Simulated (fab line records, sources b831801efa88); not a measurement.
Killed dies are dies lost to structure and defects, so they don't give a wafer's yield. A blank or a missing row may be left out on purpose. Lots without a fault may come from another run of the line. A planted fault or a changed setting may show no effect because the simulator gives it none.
Chamber matching | flow sky130 | SKY_VIA1_ETCH_15 on rie_diel-03: 4 sister chambers
The step etches SiO2 in C4F8/O2/Ar, stops on TiN, target depth 351 nm, time 54 s. 14 wafers are shown with their chamber, then 7 later ones without.

WAFERS WITH THEIR CHAMBER
wafer  | chamber | oes_product_au (a.u.)
L075.1 | 3       | 0.988
L075.3 | 1       | 0.988
L075.5 | 3       | 0.988
L077.4 | 0       | 0.978
L077.5 | 1       | 0.978
L077.6 | 0       | 0.975
L081.1 | 2       | 0.978
L081.3 | 3       | 0.979
L081.5 | 2       | 0.985
L083.1 | 1       | 0.979
L083.2 | 3       | 0.990
L083.4 | 2       | 0.983
L084.1 | 2       | 0.980
L084.2 | 1       | 0.982

SIGNATURES (means of the wafers above)
reading        | chamber 0 | chamber 1 | chamber 2 | chamber 3 | scatter within a chamber
oes_product_au | 0.97650   | 0.98175   | 0.98150   | 0.98625   | 0.00409
Rule: a wafer's distance from a chamber is the root of the sum, over the readings, of the square of ((its reading less the chamber's mean) divided by the reading's scatter). The wafer belongs to the nearest chamber; if the next one is less than 2 further off, it can't be placed. The scatter: the root of (the sum of the squares of (reading less its chamber's mean) over the shown wafers, divided by (wafers less chambers)).

WAFERS WITHOUT THEIR CHAMBER
wafer  | oes_product_au (a.u.)
L084.4 | 0.987
L086.2 | 0.972
L086.4 | 0.973
L086.6 | 0.980
L089.1 | 0.980
L089.3 | 0.970
L089.4 | 0.976

WHICH CHAMBER EACH WENT THROUGH
wafer  | from the rows above               | in truth
L084.4 | can't be placed: 3 or 1 or 2      | 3
L086.2 | can't be placed: 0 or 2 or 1      | 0
L086.4 | can't be placed: 0 or 2 or 1      | 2
L086.6 | can't be placed: 2 or 1 or 0 or 3 | 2
L089.1 | can't be placed: 2 or 1 or 0 or 3 | 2
L089.3 | can't be placed: 0 or 2 or 1      | 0
L089.4 | can't be placed: 0 or 2 or 1      | 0
Placed correctly: 0 of 7. Can't be placed from these rows: 7 (the true chamber is among the candidates in 7). Placed wrongly: 0.
